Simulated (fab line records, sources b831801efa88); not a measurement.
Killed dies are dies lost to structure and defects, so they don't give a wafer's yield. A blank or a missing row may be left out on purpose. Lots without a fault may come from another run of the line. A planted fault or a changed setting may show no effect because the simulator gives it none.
Which tool did it? | flow sky130 | 24 lots, 72 wafers sampled, at 4 steps of a route of 708

WHAT THE GAUGES READ, wafer by wafer
SKY_CONTACT_THK_MEAS_26: measures by xrf. Usual: CONTACT_W_THK 346 nm, standard deviation 5.2.
lot  | measured     | on            | CONTACT_W_THK (nm) | flag
L074 | day 31 21:16 | film_metro-01 | 346 335 342        |
L075 | day 32 06:25 | film_metro-03 | 350 347 354        |
L077 | day 33 03:02 | film_metro-03 | 352 341 355        |
L076 | day 33 08:39 | film_metro-03 | 357 357 347        |
L078 | day 33 16:26 | film_metro-01 | 356 353 352        |
L079 | day 33 16:52 | film_metro-01 | 346 349 358        |
L080 | day 34 01:10 | film_metro-03 | 351 346 344        |
L081 | day 34 11:26 | film_metro-01 | 344 341 343        |
L082 | day 34 21:49 | film_metro-02 | 344 342 341        |
L083 | day 35 03:50 | film_metro-02 | 350 343 348        |
L084 | day 35 10:50 | film_metro-03 | 348 346 339        |
L085 | day 35 23:04 | film_metro-01 | 338 342 348        |
L086 | day 36 03:26 | film_metro-02 | 342 348 345        |
L087 | day 36 09:17 | film_metro-01 | 334 334 338        |
L088 | day 36 17:53 | film_metro-01 | 343 342 344        |
L089 | day 36 23:59 | film_metro-01 | 349 343 341        |
L090 | day 37 09:32 | film_metro-03 | 354 350 354        |
L091 | day 37 14:40 | film_metro-02 | 348 352 344        |
L092 | day 37 21:25 | film_metro-03 | 345 345 345        |
L093 | day 38 00:34 | film_metro-03 | 343 354 339        |
L094 | day 38 06:40 | film_metro-01 | 351 342 341        |
L095 | day 38 13:50 | film_metro-03 | 343 346 350        |
L096 | day 38 18:02 | film_metro-02 | 345 339 340        |
L097 | day 39 09:35 | film_metro-03 | 339 343 344        |

SKY_VIA1_THK_MEAS_01. Usual: VIA1_HDPCVD_THK 1028 nm, standard deviation 13.
lot  | measured     | on            | VIA1_HDPCVD_THK (nm) | flag
L074 | day 33 01:08 | film_metro-02 | 1014 1034 1009       |
L075 | day 33 10:14 | film_metro-01 | 1037 1023 1031       |
L077 | day 34 05:00 | film_metro-01 | 1020 1016 1024       |
L076 | day 34 11:04 | film_metro-02 | 1038 1017 1020       |
L078 | day 34 17:16 | film_metro-01 | 1023 1019 1040       |
L079 | day 34 18:29 | film_metro-04 | 1045 1049 1038       |
L080 | day 35 02:36 | film_metro-04 | 1032 1010 1017       |
L081 | day 35 12:29 | film_metro-01 | 1039 1029 1036       |
L082 | day 36 01:24 | film_metro-02 | 1016 1008 1020       |
L083 | day 36 07:01 | film_metro-04 | 1019 1037 998        |
L084 | day 36 14:13 | film_metro-02 | 1010 1034 1016       |
L085 | day 37 02:17 | film_metro-01 | 1037 1021 1031       |
L086 | day 37 07:20 | film_metro-01 | 1033 1056 1056       |
L087 | day 37 12:53 | film_metro-04 | 1047 1057 1035       |
L088 | day 37 21:07 | film_metro-02 | 1016 1023 1023       |
L089 | day 38 03:20 | film_metro-02 | 1048 1051 1036       |
L090 | day 38 12:56 | film_metro-04 | 1027 1018 1016       |
L091 | day 38 17:44 | film_metro-04 | 1020 1030 1017       |
L092 | day 39 01:01 | film_metro-01 | 1033 1025 1037       |
L093 | day 39 03:24 | film_metro-01 | 1019 1010 1014       |
L094 | day 39 09:13 | film_metro-04 | 1012 1032 1027       |
L095 | day 39 15:59 | film_metro-01 | 1026 1030 1023       |
L096 | day 39 21:15 | film_metro-01 | 1023 1042 1038       |
L097 | day 40 12:37 | film_metro-02 | 1033 1038 1022       |

SKY_VIA1_RS_MEAS_22: measures by four-point-probe. Usual: VIA1_W_RS 0.427 ohm/sq, standard deviation 0.0047.
lot  | measured     | on            | VIA1_W_RS (ohm/sq) | flag
L074 | day 34 03:43 | film_metro-01 | 0.433 0.427 0.434  |
L075 | day 34 11:36 | film_metro-04 | 0.422 0.422 0.418  |
L077 | day 35 06:28 | film_metro-04 | 0.423 0.429 0.425  |
L076 | day 35 12:05 | film_metro-02 | 0.426 0.430 0.427  |
L078 | day 35 18:16 | film_metro-02 | 0.426 0.430 0.428  |
L079 | day 35 19:46 | film_metro-01 | 0.431 0.432 0.434  |
L080 | day 36 05:43 | film_metro-01 | 0.423 0.432 0.425  |
L081 | day 36 15:52 | film_metro-01 | 0.421 0.421 0.423  |
L082 | day 37 02:37 | film_metro-01 | 0.436 0.424 0.425  |
L083 | day 37 10:31 | film_metro-04 | 0.433 0.419 0.433  |
L084 | day 37 17:21 | film_metro-04 | 0.433 0.426 0.428  |
L085 | day 38 04:46 | film_metro-01 | 0.425 0.429 0.431  |
L086 | day 38 09:34 | film_metro-01 | 0.429 0.425 0.429  |
L087 | day 38 15:23 | film_metro-02 | 0.429 0.432 0.429  |
L088 | day 39 00:19 | film_metro-04 | 0.421 0.432 0.424  |
L089 | day 39 05:53 | film_metro-02 | 0.423 0.426 0.432  |
L090 | day 39 15:36 | film_metro-04 | 0.417 0.416 0.421  |
L091 | day 39 20:42 | film_metro-04 | 0.421 0.432 0.433  |
L092 | day 40 06:37 | film_metro-02 | 0.431 0.429 0.431  |
L093 | day 40 07:46 | film_metro-01 | 0.425 0.422 0.425  |
L094 | day 40 12:04 | film_metro-01 | 0.423 0.417 0.429  |
L095 | day 40 18:03 | film_metro-04 | 0.430 0.428 0.431  |
L096 | day 40 23:02 | film_metro-02 | 0.428 0.427 0.433  |
L097 | day 41 14:13 | film_metro-04 | 0.424 0.432 0.424  |

SKY_VIA1_THK_MEAS_23: measures by xrf. Usual: VIA1_W_THK 273 nm, standard deviation 3.7.
lot  | measured     | on            | VIA1_W_THK (nm) | flag
L074 | day 34 03:50 | film_metro-01 | 271 272 269     |
L075 | day 34 11:43 | film_metro-04 | 281 280 285     |
L077 | day 35 06:34 | film_metro-04 | 273 270 274     |
L076 | day 35 12:10 | film_metro-02 | 275 271 273     |
L078 | day 35 18:23 | film_metro-02 | 273 271 272     |
L079 | day 35 19:53 | film_metro-01 | 270 270 269     |
L080 | day 36 05:50 | film_metro-01 | 274 267 272     |
L081 | day 36 15:58 | film_metro-01 | 274 274 272     |
L082 | day 37 02:44 | film_metro-01 | 268 275 273     |
L083 | day 37 10:37 | film_metro-04 | 273 283 275     |
L084 | day 37 17:26 | film_metro-04 | 273 278 275     |
L085 | day 38 04:52 | film_metro-01 | 272 272 269     |
L086 | day 38 09:41 | film_metro-01 | 273 273 272     |
L087 | day 38 15:30 | film_metro-02 | 270 267 269     |
L088 | day 39 00:25 | film_metro-04 | 278 272 277     |
L089 | day 39 05:59 | film_metro-02 | 274 273 270     |
L090 | day 39 15:43 | film_metro-04 | 282 283 280     |
L091 | day 39 20:49 | film_metro-04 | 278 272 272     |
L092 | day 40 06:44 | film_metro-02 | 271 273 269     |
L093 | day 40 07:52 | film_metro-01 | 275 276 277     |
L094 | day 40 12:11 | film_metro-01 | 277 280 273     |
L095 | day 40 18:10 | film_metro-04 | 272 274 271     |
L096 | day 40 23:09 | film_metro-02 | 273 274 269     |
L097 | day 41 14:19 | film_metro-04 | 277 272 277     |

WHICH TOOL RAN EACH LOT (tool, then ch and the chambers of the sampled wafers, then the start)
The record holds no process step before these readings.

WHAT THE TOOLS THEMSELVES READ (means of the sampled wafers that have a number; where no wafer has one, the mark that the record gives instead)
The record holds no such reading with a usual standard deviation.

THE ANSWER, worked out from the rows above alone
Rule: a lot is off if the mean of its wafers that have a number lies more than 3 standard deviations from the usual mean. A lot without any number at a reading at which 4 lots or more have one is off too. The other lots that the step has rows for count as sound. The gauges are gone through in route order, then the tools' own readings, and for those a lot's mean is taken as printed above. The first step at which some lot is off is used, and at that step the reading that is off furthest; a lot without a number counts as furthest.
No lot is off at any reading shown: from this, nothing can be told.

WHAT THE SIMULATOR HAD PUT IN
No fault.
